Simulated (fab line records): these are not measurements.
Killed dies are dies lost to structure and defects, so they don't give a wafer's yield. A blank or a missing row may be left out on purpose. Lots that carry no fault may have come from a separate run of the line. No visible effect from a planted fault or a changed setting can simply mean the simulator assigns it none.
Which tool is to blame? || flow gf180mcu || at 1 step of a route of 602, 14 lots with 42 wafers sampled

== WHAT THE GAUGES SHOWED, per wafer ==
GF_STI_THK_MEAS_30. Usual: STI_OXIDATION_02_THK gives 10.04 nm (standard deviation 0.17).
{"lot": "L584", "measured": "day 2 16:17", "on": "film-metro-01", "STI_OXIDATION_02_THK (nm)": "9.85 9.93 10.00", "flag": ""}
{"lot": "L586", "measured": "day 3 02:29", "on": "film-metro-02", "STI_OXIDATION_02_THK (nm)": "10.22 10.30 10.32", "flag": ""}
{"lot": "L587", "measured": "day 3 07:20", "on": "film-metro-01", "STI_OXIDATION_02_THK (nm)": "9.98 9.94 9.89", "flag": ""}
{"lot": "L588", "measured": "day 3 15:52", "on": "film-metro-04", "STI_OXIDATION_02_THK (nm)": "10.11 10.21 10.17", "flag": ""}
{"lot": "L589", "measured": "day 3 20:32", "on": "film-metro-01", "STI_OXIDATION_02_THK (nm)": "9.95 9.91 9.87", "flag": ""}
{"lot": "L591", "measured": "day 4 03:13", "on": "film-metro-02", "STI_OXIDATION_02_THK (nm)": "10.04 10.20 10.48", "flag": ""}
{"lot": "L592", "measured": "day 4 11:53", "on": "film-metro-01", "STI_OXIDATION_02_THK (nm)": "10.00 10.06 10.08", "flag": ""}
{"lot": "L594", "measured": "day 4 20:26", "on": "film-metro-04", "STI_OXIDATION_02_THK (nm)": "9.90 9.84 9.82", "flag": ""}
{"lot": "L600", "measured": "day 6 04:13", "on": "film-metro-04", "STI_OXIDATION_02_THK (nm)": "10.26 10.23 10.38", "flag": ""}
{"lot": "L601", "measured": "day 6 09:12", "on": "film-metro-01", "STI_OXIDATION_02_THK (nm)": "10.04 9.96 9.92", "flag": ""}
{"lot": "L602", "measured": "day 6 15:28", "on": "film-metro-01", "STI_OXIDATION_02_THK (nm)": "10.01 10.03 10.09", "flag": ""}
{"lot": "L603", "measured": "day 6 18:57", "on": "film-metro-02", "STI_OXIDATION_02_THK (nm)": "10.23 10.31 10.04", "flag": ""}
{"lot": "L604", "measured": "day 6 23:50", "on": "film-metro-01", "STI_OXIDATION_02_THK (nm)": "9.99 9.88 9.76", "flag": ""}
{"lot": "L605", "measured": "day 7 06:26", "on": "film-metro-02", "STI_OXIDATION_02_THK (nm)": "9.82 10.15 10.05", "flag": ""}

== WHICH TOOL RAN EACH LOT (tool, then ch and the chambers of the sampled wafers, then the start) ==
The record holds no process step before these readings.

== AS READ BY THE TOOLS THEMSELVES (means over the sampled wafers that have a number; for cases with no such wafer, the mark the record gives instead) ==
The record holds no such reading with a usual standard deviation.

== THE ANSWER, worked out from the rows above alone ==
Rule: a lot counts as off when the mean over its wafers that have a number is more than 3 standard deviations away from the usual mean. A lot without any number at a reading at which 4 lots or more have one is off too. Any other lot the step has rows for is counted as sound. Order of review: gauges by route order, followed by the tools' own readings, for which a lot's mean as printed above is used. The first step at which some lot is off is used, and at that step the reading that is off furthest; a lot without a number counts as furthest.
No lot is off at any reading shown: from this, nothing can be told.

== WHAT THE SIMULATOR HAD PUT IN ==
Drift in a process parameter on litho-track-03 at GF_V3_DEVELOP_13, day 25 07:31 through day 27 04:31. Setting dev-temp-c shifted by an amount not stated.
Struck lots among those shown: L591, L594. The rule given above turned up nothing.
